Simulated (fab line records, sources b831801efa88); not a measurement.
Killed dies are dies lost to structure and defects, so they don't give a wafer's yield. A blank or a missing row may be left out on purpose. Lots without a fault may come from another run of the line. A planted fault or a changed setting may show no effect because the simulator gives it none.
Which tool did it? | flow sfq_line | 15 lots, 45 wafers sampled, at 1 step of a route of 325

WHAT THE GAUGES READ, wafer by wafer
The record holds no reading of a measuring or inspecting step that can be judged against a usual standard deviation.

WHICH TOOL RAN EACH LOT (tool, then ch and the chambers of the sampled wafers, then the start)
lot  | SFQ_TRILAYER_JJ_CE_LITHO_EXPOSE_115
L305 | krf_scanner-02 ch 0, day 60 05:11
L313 | krf_scanner-02, day 68 20:52
L314 | krf_scanner-01, day 69 03:44
L315 | krf_scanner-01, day 69 04:56
L317 | krf_scanner-02 ch 0, day 69 16:43
L318 | krf_scanner-01 ch 0, day 70 03:38
L319 | krf_scanner-01 ch 0, day 70 09:14
L320 | krf_scanner-01 ch 0, day 70 21:14
L321 | krf_scanner-01 ch 0, day 71 04:26
L322 | krf_scanner-01 ch 0, day 71 07:02
L323 | krf_scanner-01 ch 0, day 71 08:02
L324 | krf_scanner-01 ch 0, day 71 12:02
L325 | krf_scanner-01 ch 0, day 71 15:26
L326 | krf_scanner-01 ch 0, day 71 20:02
L327 | krf_scanner-01 ch 0, day 71 21:26
- SFQ_TRILAYER_JJ_CE_LITHO_EXPOSE_115: exposes mask J5, target cd 700 nm.

WHAT THE TOOLS THEMSELVES READ (means of the sampled wafers that have a number; where no wafer has one, the mark that the record gives instead)
SFQ_TRILAYER_JJ_CE_LITHO_EXPOSE_115. Usual: exposure_dose_mJ_cm2 14.400, standard deviation 0.013; focus_offset_nm 0.0 nm, standard deviation 0.55.
lot  | tool           | exposure_dose_mJ_cm2 | focus_offset_nm (nm) | flag
L305 | krf_scanner-02 | 14.389               | 1.0                  |
L313 | krf_scanner-02 | -                    | -                    | OFF
L314 | krf_scanner-01 | -                    | -                    | OFF
L315 | krf_scanner-01 | -                    | -                    | OFF
L317 | krf_scanner-02 | 14.386               | -0.6                 |
L318 | krf_scanner-01 | 14.397               | 0.1                  |
L319 | krf_scanner-01 | 14.414               | -0.2                 |
L320 | krf_scanner-01 | 14.405               | 0.3                  |
L321 | krf_scanner-01 | 14.393               | -0.6                 |
L322 | krf_scanner-01 | 14.392               | -0.1                 |
L323 | krf_scanner-01 | 14.402               | -0.3                 |
L324 | krf_scanner-01 | 14.397               | -0.1                 |
L325 | krf_scanner-01 | 14.410               | 0.1                  |
L326 | krf_scanner-01 | 14.424               | 0.5                  |
L327 | krf_scanner-01 | 14.401               | 1.1                  |

THE ANSWER, worked out from the rows above alone
Rule: a lot is off if the mean of its wafers that have a number lies more than 3 standard deviations from the usual mean. A lot without any number at a reading at which 4 lots or more have one is off too. The other lots that the step has rows for count as sound. The gauges are gone through in route order, then the tools' own readings, and for those a lot's mean is taken as printed above. The first step at which some lot is off is used, and at that step the reading that is off furthest; a lot without a number counts as furthest.
Off: L313, L314, L315, at SFQ_TRILAYER_JJ_CE_LITHO_EXPOSE_115 (exposure_dose_mJ_cm2). Without a number there: L313, L314, L315.
A tool fits if, at that step or a process step before it, it ran every lot that is off, and no sound lot after the first of them. None of those tried fits.

WHAT THE SIMULATOR HAD PUT IN
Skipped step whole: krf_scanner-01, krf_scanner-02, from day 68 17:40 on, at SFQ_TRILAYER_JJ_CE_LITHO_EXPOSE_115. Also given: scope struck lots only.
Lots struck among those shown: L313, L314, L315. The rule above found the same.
